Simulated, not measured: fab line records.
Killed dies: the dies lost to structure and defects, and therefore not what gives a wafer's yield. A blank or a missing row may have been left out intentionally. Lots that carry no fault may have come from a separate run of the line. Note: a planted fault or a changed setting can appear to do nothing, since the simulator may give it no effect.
Matching of chambers	flow gf180mcu	GF_CONTACT_CMP_04 on cmp-02 has 4 sister chambers
The step polishes SiO2. 4 wafers are shown with their chamber, then 12 later ones without.

== WAFERS PAIRED WITH THEIR CHAMBERS ==
wafer	chamber	motor-current-A (A)
L091.6	1	12.7
L092.3	2	11.9
L092.5	0	12.3
L092.6	3	11.4

== WAFERS WHOSE CHAMBER IS MISSING ==
wafer	motor-current-A (A)
L093.2	11.8
L093.5	11.3
L093.6	11.4
L094.1	11.4
L094.4	13.0
L094.5	11.9
L095.4	11.5
L095.5	12.2
L095.6	11.2
L096.1	11.8
L096.3	12.9
L096.6	11.5

== WHICH CHAMBER EACH ONE RAN IN ==
wafer	from the rows above	in truth
L093.2	2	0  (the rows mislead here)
L093.5	3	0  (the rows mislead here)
L093.6	3	3
L094.1	3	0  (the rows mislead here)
L094.4	1	1
L094.5	2	2
L095.4	3	3
L095.5	can't be placed: 0 or 2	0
L095.6	3	3
L096.1	2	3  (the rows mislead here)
L096.3	1	1
L096.6	3	3
7 of 12 placed correctly. Unplaceable from these rows: 1, with the true chamber sitting among the candidates in 1. Wrongly placed: 4.
How it was worked out, from the rows above alone: a wafer's distance from a chamber is the root of the sum, over the readings, of the square of ((its reading less the chamber's mean) divided by the reading's scatter). The wafer belongs to the nearest chamber; if the next one is less than 2 further off, it can't be placed. A chamber's mean is the mean of its shown wafers. The scatter: root of mean squared gap, hidden wafer to nearest shown wafer, with one shown wafer a chamber.
